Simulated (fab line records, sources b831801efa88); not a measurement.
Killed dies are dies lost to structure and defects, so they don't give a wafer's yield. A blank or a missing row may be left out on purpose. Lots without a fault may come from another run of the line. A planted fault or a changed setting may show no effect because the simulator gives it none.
A struck lot beside a sound one | flow sky130 | 32 steps out of a route of 708
Sound: wafers L790.2, L790.3, L790.5. Struck: wafer L796.5. (L796.1, L796.6 of the same lot were not struck and are left out.) The cause comes at the end.
At each step with rows: each side's tool, then ch and its chambers, then its first start. Under that, the readings that differ: sound wafers | struck wafers | difference of the means | sigmas: that difference in standard deviations of wafers without a fault.
alike: readings whose means differ by less than 2 such deviations, and words and numbers that are the same on both sides. not compared: withheld readings, readings that some wafer has no value for, bounds like >300 that may hide the same value, and numbers for which the record gives no deviation and whose values overlap.
The two part at a step that has a row with sigmas, a row that says differs or no value, or rows on one side only. Numbers that don't overlap but have no deviation are shown without sigmas and don't part them. A reading that every wafer of one side lacks parts them only if that side has two wafers or more.

first, 6 steps without rows for these wafers: SKY_VIA1_ETCH_15 (etches SiO2 in C4F8/O2/Ar, stops on TiN, target depth 351 nm, time 54 s); SKY_VIA1_STRIP_16 (strips in O2/N2); SKY_VIA1_STRIP_17 (strips in post etch residue remover, time 1200 s); SKY_VIA1_CLEAN_18 (cleans in IPA, time 180 s); SKY_VIA1_CLEAN_19 (cleans in O3/DIW); SKY_VIA1_SPUTTER_20 (material TiN, target thk 20 nm, time 80 s).
SKY_VIA1_CVD_21: deposits W, target thk 270 nm, time 80.902 s.
  sound on cvd_w-02 ch 0,1, day 34 22:11; struck on cvd_w-02 ch 1, day 36 10:56
  alike: heater_power_w, susceptor_temp_C
  not compared: since_wet_clean_h
SKY_VIA1_RS_MEAS_22: measures by four-point-probe.
  sound on film_metro-04, day 34 22:18; struck on film_metro-01, day 36 11:02
  reading            | sound             | struck | difference | sigmas
  VIA1_W_RS (ohm/sq) | 0.433 0.427 0.422 | 0.414  | -0.013     | -3
SKY_VIA1_THK_MEAS_23: measures by xrf.
  sound on film_metro-04, day 34 22:25; struck on film_metro-01, day 36 11:10
  reading         | sound       | struck | difference | sigmas
  VIA1_W_THK (nm) | 266 270 274 | 279    | +9         | +3
then, 1 step without rows for these wafers: SKY_VIA1_CMP_24 (polishes, stops on SiO2, t overpolish 15 s, target thk 0 nm).
SKY_METAL2_SPUTTER_00: material Ti, target thk 15 nm, time 10 s.
  sound on pvd_sputter-01, day 34 22:46; struck on pvd_sputter-01, day 36 11:31
  alike: throttle_valve_pct
SKY_METAL2_SPUTTER_01: material TiN, target thk 20 nm, time 16.7 s.
  sound on pvd_sputter-01, day 34 22:47; struck on pvd_sputter-01, day 36 11:32
  alike: throttle_valve_pct
SKY_METAL2_SPUTTER_02: material AlCu, target thk 250 nm, time 13.3 s.
  sound on pvd_sputter-01, day 34 22:48; struck on pvd_sputter-01, day 36 11:34
  reading                                     | sound           | struck | difference | sigmas
  model.AlCu_of_METAL2_SPUTTER_02.thk_nm (nm) | 249 252.4 247.6 | 188.4  | -61.3      |
  alike: throttle_valve_pct
then, 2 steps without rows for these wafers: SKY_METAL2_SPUTTER_03 (material Ti, target thk 5 nm, time 3.3 s); SKY_METAL2_SPUTTER_04 (material TiN, target thk 70 nm, time 58.3 s).
SKY_METAL2_RS_MEAS_05: measures by four-point-probe.
  sound on film_metro-02, day 34 22:55; struck on film_metro-01, day 36 11:40
  reading                 | sound                | struck | difference | sigmas
  METAL2_ALCU_RS (ohm/sq) | 0.1275 0.1254 0.1280 | 0.1696 | +0.0426    | +27
SKY_METAL2_THK_MEAS_06: measures by xrf.
  sound on film_metro-02, day 34 23:02; struck on film_metro-01, day 36 11:47
  reading              | sound       | struck | difference | sigmas
  METAL2_ALCU_THK (nm) | 252 254 250 | 188    | -64        | -18
then, 8 steps without rows for these wafers: SKY_METAL2_DEHYDRATE_07 (time 60 s); SKY_METAL2_HMDS_08 (prime time 60 s); SKY_METAL2_COAT_09 (resist thk 60 nm); SKY_METAL2_COAT_10 (resist thk 450 nm); SKY_METAL2_SOFTBAKE_11 (time 90 s); SKY_METAL2_EXPOSE_12 (exposes mask MM2, target cd 140 nm); SKY_METAL2_PEB_13; SKY_METAL2_DEVELOP_14 (develop time 60 s).
SKY_METAL2_CD_MEAS_15: target cd 140 nm.
  sound on cd_sem-01, day 36 01:07; struck on cd_sem-01, day 37 13:54
  reading    | sound             | struck | difference | sigmas
  cd_nm (nm) | 142.1 141.4 142.2 | 138.6  | -3.3       | -2
SKY_METAL2_OVL_MEAS_16:
  sound on overlay-01, day 36 01:14; struck on overlay-02, day 37 14:01
  reading         | sound      | struck | difference | sigmas
  METAL2_OVL (nm) | -2 -12 -12 | 8      | +17        | +3
then, 1 step without rows for these wafers: SKY_METAL2_DESCUM_17 (chemistry O2, time 8 s).
SKY_METAL2_ETCH_18: etches BARC in N2/H2, stops on SiO2, time 45.9 s, target depth 60 nm.
  sound on rie_metal-02 ch 0,1, day 36 01:17; struck on rie_metal-03 ch 1, day 37 14:05
  reading                | sound                | struck | difference | sigmas
  throttle_valve_pct (%) | 13.226 13.218 13.236 | 13.209 | -0.018     | -2
  alike: drypump_motor_current_A, oes_product_au
  not compared: rf_hours_counter_h
SKY_METAL2_METAL_ETCH_19: etches the open film in Cl2/BCl3, stops on SiO2, target depth 360 nm, time 78 s.
  sound on rie_metal-02 ch 0,1, day 36 01:22; struck on rie_metal-03 ch 1, day 37 14:09
  reading                | sound                | struck | difference | sigmas
  oes_product_au (a.u.)  | 0.846 0.858 0.857    | 0.796  | -0.058     | -10
  throttle_valve_pct (%) | 22.270 22.263 22.277 | 22.245 | -0.025     | -3
  alike: drypump_motor_current_A
  not compared: rf_hours_counter_h
SKY_METAL2_STRIP_20: strips in O2/N2.
  sound on plasma_asher-03 ch 0,1, day 36 01:27; struck on plasma_asher-04 ch 0, day 37 14:14
  alike: drypump_motor_current_A, oes_product_au, strip_time_to_endpoint_s
  not compared: rf_hours_counter_h
-- the record jumps here: 10 days lie between the struck wafers' starts before and after (it left off in module METAL2 and takes up again in module PAD_OPEN, whose first step shown is number 708 of the route) --
SKY_PAD_OPEN_PROBE_99:
  sound on prober-02, day 46 10:13; struck on prober-02, day 47 17:07
  reading                      | sound                | struck | difference | sigmas
  model.etest.met2.line_ohm_um | 0.9189 0.8719 0.9151 | 1.229  | +0.327     |
  model.etest.met2.rs_ohm_sq   | 0.1287 0.1254 0.1291 | 0.1725 | +0.0448    |
  alike: defect_limited_yield, killed_at_M0_to_M3, killed_at_M4_up, killed_at_contacts, killed_at_front_end, killed_at_other, killed_dies, killed_on_rim, killed_open, killed_short, sort_bin_3_pad_short, sort_bin_5_function, sort_bin_6_memory, sort_n_pass, sort_yield_pct

WHERE THEY PART
First at SKY_VIA1_RS_MEAS_22; last, within this record, at SKY_METAL2_METAL_ETCH_19. Later steps at which nothing parts them and some readings are alike: SKY_METAL2_STRIP_20, SKY_PAD_OPEN_PROBE_99.

WHY: what the simulator had put in
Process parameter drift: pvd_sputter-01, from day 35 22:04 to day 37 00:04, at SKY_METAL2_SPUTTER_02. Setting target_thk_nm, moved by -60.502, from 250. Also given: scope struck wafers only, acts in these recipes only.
